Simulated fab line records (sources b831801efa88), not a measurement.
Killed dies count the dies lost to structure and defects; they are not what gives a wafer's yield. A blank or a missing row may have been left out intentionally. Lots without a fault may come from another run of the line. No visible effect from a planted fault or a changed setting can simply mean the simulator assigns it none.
Struck lot and sound lot, side by side ; flow sky130 ; 14 steps out of a route of 708
Sound: the wafers L773.1, L773.2, L773.5. The struck wafers were L786.2, L786.3, L786.4. Last of all comes the cause.
At each step with rows: each side's tool, then ch and its chambers, then its first start. Under that, the readings that differ: sound wafers ; struck wafers ; difference of the means ; sigmas: that difference in standard deviations of wafers without a fault.
alike: readings whose means differ by less than 2 such deviations, and words and numbers that are the same on both sides. not compared: withheld readings, readings that some wafer has no value for, bounds like >300 that may hide the same value, and numbers for which the record gives no deviation and whose values overlap.
Wherever a step has rows on one side only, a row that says differs or no value, or a row with sigmas, the two part there. Non-overlapping numbers with no deviation appear without sigmas and do not part them. A reading missing from all wafers of one side parts the sides only when that side holds two or more wafers.

first, 6 steps without rows for these wafers: SKY_RES_XHIGH_COAT_02 (resist thk 1140 nm); SKY_RES_XHIGH_SOFTBAKE_03 (time 60 s); SKY_RES_XHIGH_EXPOSE_04 (exposes mask URPM, target cd 1270 nm); SKY_RES_XHIGH_PEB_05; SKY_RES_XHIGH_DEVELOP_06 (develop time 60 s); SKY_RES_XHIGH_IMPLANT_07.
SKY_RES_XHIGH_STRIP_08: strips in O2/N2.
  sound on plasma-asher-04 ch 0,1, day 29 18:37; struck on plasma-asher-04 ch 0,1, day 34 03:31
  alike: drypump-motor-current-A, oes-product-au, strip-time-to-endpoint-s
  not compared: rf-hours-counter-h
SKY_RES_XHIGH_TW_MEAS_09:
  sound on film-metro-02, day 29 18:43; struck on film-metro-04, day 34 03:38
  alike: RES_XHIGH_TW
then, 4 steps without rows for these wafers: SKY_SD_N_DEHYDRATE_00 (time 60 s); SKY_SD_N_HMDS_01 (prime time 60 s); SKY_SD_N_COAT_02 (resist thk 1140 nm); SKY_SD_N_SOFTBAKE_03 (time 60 s).
SKY_SD_N_EXPOSE_04: exposes mask NSDM, target cd 380 nm.
  sound on iline-stepper-01 ch 0, day 30 09:17; struck on iline-stepper-02, day 34 17:43
  no value came back on the struck wafers for exposure-dose-mJ-cm2, focus-offset-nm (nm); on the sound wafers exposure-dose-mJ-cm2 reads 142.3 142.4 142.5
  alike: mask
after that, 1 step had no rows for these wafers: SKY_SD_N_PEB_05.

== WHERE THEY PART ==
Only at SKY_SD_N_EXPOSE_04, within this record.

WHY: what had been put in by the simulator
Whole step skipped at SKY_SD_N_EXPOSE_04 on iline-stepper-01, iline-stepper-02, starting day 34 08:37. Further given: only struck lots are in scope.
